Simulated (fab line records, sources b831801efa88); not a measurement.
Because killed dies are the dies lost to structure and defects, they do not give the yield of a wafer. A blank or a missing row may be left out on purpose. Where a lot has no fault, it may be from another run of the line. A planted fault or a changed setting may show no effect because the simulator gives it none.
A single fault, viewed from 2 desks -- flow gf180mcu -- each desk holds nothing but its own numbers, with what lay behind them at the end

== FOR THE TOOL OWNER'S DESK: pvd_sputter-04 ==
The tool's own readings at GF_M3_SPUTTER_03 (material Ti, target thk 10 nm, time 6.7 s): means of the sampled wafers that have a number, for each lot that ran on this tool. Marked OUT: a lot whose mean sits more than 4 standard deviations from the usual mean, which makes it out of limits; the brackets give that distance.
Columns: A = substrate_temp_c at GF_M3_SPUTTER_03, usual 300.02 C; B = throttle_valve_pct at GF_M3_SPUTTER_03, usual 29.8 %
lot,first seen here,A,B
L703,day 24 04:21,299.96,29.5
L708,day 26 01:16,299.90,29.5
L709,day 26 02:13,299.97,29.5
This desk's verdict: no lot among the 3 shows anything out of limits.

== AT THE METROLOGY DESK ==
What the gauges read, lot by lot, whatever tool the lot ran on: means of the sampled wafers that have a number. Marked OUT: a lot whose mean sits more than 4 standard deviations from the usual mean, which makes it out of limits; the brackets give that distance.
Columns: A = V2_W_RS at GF_V2_RS_MEAS_24, usual 0.328 ohm/sq; B = V2_W_THK at GF_V2_THK_MEAS_25, usual 347 nm
lot,first seen here,A,B
L697,day 22 07:56,0.331,343
L700,day 23 01:11,0.328,351
L703,day 24 03:44,0.327,345
L708,day 26 00:37,0.325,349
L709,day 26 01:35,0.334,342
L715,day 27 20:24,0.326,345
This desk's verdict: no lot among the 6 shows anything out of limits.

== BROUGHT TOGETHER ==
The desk of the tool owner found nothing out of limits.
Nothing out of limits was seen by the metrology desk.

== WHAT HAD BEEN PUT IN BY THE SIMULATOR ==
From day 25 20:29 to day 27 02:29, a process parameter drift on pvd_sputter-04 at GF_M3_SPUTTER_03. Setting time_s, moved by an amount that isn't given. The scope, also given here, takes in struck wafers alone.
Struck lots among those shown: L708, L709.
